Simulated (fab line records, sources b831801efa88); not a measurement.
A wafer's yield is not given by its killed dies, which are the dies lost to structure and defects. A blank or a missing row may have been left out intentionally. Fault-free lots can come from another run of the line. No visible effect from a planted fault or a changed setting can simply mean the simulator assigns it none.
Matching of chambers | flow gf180mcu | 3 sister chambers for GF_V2_CVD_02 on pecvd-03
The step deposits SiO2 from TEOS, target thk 850 nm, time 94.851 s. 6 wafers are shown with their chamber, then 11 later ones without.

== WAFERS, EACH WITH ITS CHAMBER ==
wafer  | chamber | heaterPowerW (W)
L092.3 | 2       | 555
L092.6 | 1       | 485
L095.1 | 0       | 604
L095.2 | 1       | 523
L095.3 | 2       | 694
L095.4 | 0       | 636

== WAFERS WITHOUT THEIR CHAMBER ==
wafer  | heaterPowerW (W)
L095.5 | 559
L095.6 | 533
L096.1 | 571
L096.5 | 662
L096.6 | 668
L097.1 | 660
L097.2 | 553
L097.3 | 564
L097.4 | 582
L097.5 | 607
L097.6 | 533

== CHAMBER TAKEN BY EACH ==
wafer  | from the rows above          | in truth
L095.5 | can't be placed: 1 or 0 or 2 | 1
L095.6 | can't be placed: 1 or 0 or 2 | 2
L096.1 | can't be placed: 0 or 2 or 1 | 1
L096.5 | can't be placed: 2 or 0 or 1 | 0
L096.6 | can't be placed: 2 or 0 or 1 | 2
L097.1 | can't be placed: 2 or 0 or 1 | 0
L097.2 | can't be placed: 1 or 0 or 2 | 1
L097.3 | can't be placed: 0 or 1 or 2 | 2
L097.4 | can't be placed: 0 or 2 or 1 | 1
L097.5 | can't be placed: 0 or 2 or 1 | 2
L097.6 | can't be placed: 1 or 0 or 2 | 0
Correct placement for 0 of the 11. These rows do not allow placing 11 (true chamber among the candidates in 11). Number placed wrongly: 0.
How it was worked out, from the rows above alone: a wafer's distance from a chamber is the root of the sum, over the readings, of the square of ((its reading less the chamber's mean) divided by the reading's scatter). The wafer belongs to the nearest chamber; if the next one is less than 2 further off, it can't be placed. For every chamber, the mean is computed from those of its wafers that are shown. The scatter: take each reading less its chamber's mean, square it, sum over the shown wafers, divide by the number of wafers less the number of chambers, and take the root.
